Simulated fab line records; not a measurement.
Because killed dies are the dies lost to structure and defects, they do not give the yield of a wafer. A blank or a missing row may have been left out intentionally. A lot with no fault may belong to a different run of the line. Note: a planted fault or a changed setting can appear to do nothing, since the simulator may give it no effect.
What tool caused it?	flow gf180mcu	Sampling: 24 lots, 72 wafers, 3 of 602 route steps

## WHAT THE GAUGES SHOWED, per wafer
GF_MIM_RS_MEAS_10: a four-point-probe measurement.
lot	measured	on	MIM_ALCU_RS (ohm/sq)
L074	day 24 09:17	film_metro-04	0.1607 0.1600 0.1600
L075	day 24 13:21	film_metro-04	0.1609 0.1627 0.1638
L076	day 25 03:06	film_metro-04	0.1593 0.1586 0.1583
L077	day 25 14:38	film_metro-01	0.1578 0.1590 0.1589
L078	day 26 00:43	film_metro-01	0.1623 0.1606 0.1610
L079	day 26 05:47	film_metro-03	0.1607 0.1625 0.1617
L081	day 26 22:05	film_metro-03	0.1611 0.1620 0.1621
L080	day 27 01:22	film_metro-01	0.1625 0.1624 0.1615
L082	day 27 09:13	film_metro-01	0.1597 0.1608 0.1607
L083	day 27 12:46	film_metro-01	0.1628 0.1630 0.1630
L084	day 28 00:31	film_metro-04	0.1627 0.1617 0.1620
L085	day 28 04:17	film_metro-03	0.1601 0.1591 0.1594
L086	day 28 09:16	film_metro-01	0.1626 0.1625 0.1607
L087	day 28 21:45	film_metro-01	0.1611 0.1626 0.1610
L088	day 29 01:43	film_metro-01	0.1600 0.1618 0.1610
L089	day 29 07:10	film_metro-04	0.1606 0.1597 0.1609
L090	day 29 16:31	film_metro-01	0.1593 0.1594 0.1594
L091	day 29 18:53	film_metro-01	0.1598 0.1620 0.1615
L092	day 30 02:23	film_metro-04	0.1645 0.1630 0.1627
L093	day 30 07:06	film_metro-01	0.1613 0.1615 0.1618
L094	day 30 15:29	film_metro-04	0.1612 0.1591 0.1621
L095	day 31 00:44	film_metro-03	0.1615 0.1615 0.1624
L096	day 31 04:32	film_metro-03	0.1608 0.1585 0.1594
L097	day 31 07:46	film_metro-01	0.1638 0.1647 0.1649

GF_MIM_THK_MEAS_11: measures by xrf.
lot	measured	on	MIM_ALCU_THK (nm)
L074	day 24 09:25	film_metro-04	200.7 202.1 202.0
L075	day 24 13:28	film_metro-04	200.9 198.4 197.4
L076	day 25 03:13	film_metro-04	201.7 203.1 203.1
L077	day 25 14:44	film_metro-01	202.2 201.2 200.2
L078	day 26 00:50	film_metro-01	198.6 199.6 198.6
L079	day 26 05:53	film_metro-03	199.3 197.3 197.7
L081	day 26 22:12	film_metro-03	198.6 197.5 198.3
L080	day 27 01:29	film_metro-01	197.9 197.8 199.2
L082	day 27 09:20	film_metro-01	200.2 199.5 200.6
L083	day 27 12:52	film_metro-01	197.7 197.8 197.3
L084	day 28 00:38	film_metro-04	199.1 200.2 199.7
L085	day 28 04:23	film_metro-03	199.1 200.5 199.4
L086	day 28 09:22	film_metro-01	198.0 197.8 200.1
L087	day 28 21:51	film_metro-01	200.8 198.4 199.5
L088	day 29 01:49	film_metro-01	200.1 198.4 199.6
L089	day 29 07:17	film_metro-04	201.2 203.0 200.7
L090	day 29 16:38	film_metro-01	200.4 201.5 201.2
L091	day 29 19:00	film_metro-01	199.5 197.0 197.0
L092	day 30 02:30	film_metro-04	194.3 197.7 197.3
L093	day 30 07:13	film_metro-01	200.4 198.8 200.2
L094	day 30 15:34	film_metro-04	199.1 201.3 198.8
L095	day 31 00:52	film_metro-03	198.1 196.7 196.6
L096	day 31 04:39	film_metro-03	197.8 200.2 198.9
L097	day 31 07:53	film_metro-01	196.2 195.1 195.5

## TOOL THAT RAN EACH LOT (tool first, then ch and the chambers of the sampled wafers, then the start)
lot	GF_V4_CVD_02
L074	pecvd-03 ch 0,2, day 23 08:20
L075	pecvd-04 ch 0,2, day 23 13:13
L076	pecvd-03 ch 0,2, day 24 02:46
L077	pecvd-04 ch 1,2, day 24 14:54
L078	pecvd-04 ch 0,1,2, day 25 01:28
L079	pecvd-03 ch 1,2, day 25 06:25
L081	pecvd-02 ch 0,1,2, day 25 22:31
L080	pecvd-04 ch 1,2, day 26 01:21
L082	pecvd-02 ch 0,2, day 26 10:00
L083	pecvd-04 ch 1,2, day 26 13:53
L084	pecvd-04 ch 0,2, day 27 01:56
L085	pecvd-03 ch 1,2, day 27 06:10
L086	pecvd-04 ch 0,2, day 27 11:36
L087	pecvd-03 ch 0,1, day 27 22:58
L088	pecvd-03 ch 0,1, day 28 03:52
L089	pecvd-04 ch 0,2, day 28 09:22
L090	pecvd-03 ch 0,1, day 28 18:17
L091	pecvd-04 ch 0,1,2, day 28 21:41
L092	pecvd-03 ch 0,1,2, day 29 04:06
L093	pecvd-03 ch 0,2, day 29 09:44
L094	pecvd-02 ch 0,1,2, day 29 18:16
L095	pecvd-03 ch 0,1, day 30 04:20
L096	pecvd-03 ch 0,1,2, day 30 08:29
L097	pecvd-02 ch 1,2, day 30 11:23
- GF_V4_CVD_02: deposits SiO2 from TEOS, target thk 850 nm, time 94.851 s.

## WHAT THE TOOLS THEMSELVES READ (means of the sampled wafers that have a number; where no wafer has one, the mark that the record gives instead)
GF_V4_CVD_02.
lot	tool	heater_power_w (W)
L074	pecvd-03	654
L075	pecvd-04	703
L076	pecvd-03	662
L077	pecvd-04	735
L078	pecvd-04	751
L079	pecvd-03	629
L081	pecvd-02	711
L080	pecvd-04	781
L082	pecvd-02	662
L083	pecvd-04	751
L084	pecvd-04	698
L085	pecvd-03	681
L086	pecvd-04	681
L087	pecvd-03	597
L088	pecvd-03	612
L089	pecvd-04	656
L090	pecvd-03	672
L091	pecvd-04	686
L092	pecvd-03	642
L093	pecvd-03	665
L094	pecvd-02	684
L095	pecvd-03	655
L096	pecvd-03	643
L097	pecvd-02	654

## THE ANSWER, worked out from the rows above alone
Rule: the usual values come from the lots themselves. The widest of any qualifying gaps counts: lots, ordered by their means at a reading, are off when they make up no more than a third of the lots, leave a main group of 4 or more, and stand apart from it by 3 or more times the standard deviation of that group's means. If all means in a main group match to the digits the tables above print for the reading, that group is not used. A lot without any number at a reading at which 4 lots or more have one is off too. Where the step has rows for the other lots, those lots are counted as sound. Order of review: gauges by route order, followed by the tools' own readings, for which a lot's mean as printed above is used. The first step at which some lot is off is used, and at that step the reading that is off furthest; a lot without a number counts as furthest.
No lot is off on any of the readings shown, so nothing can be concluded from this.

## WHAT WAS PUT IN BY THE SIMULATOR
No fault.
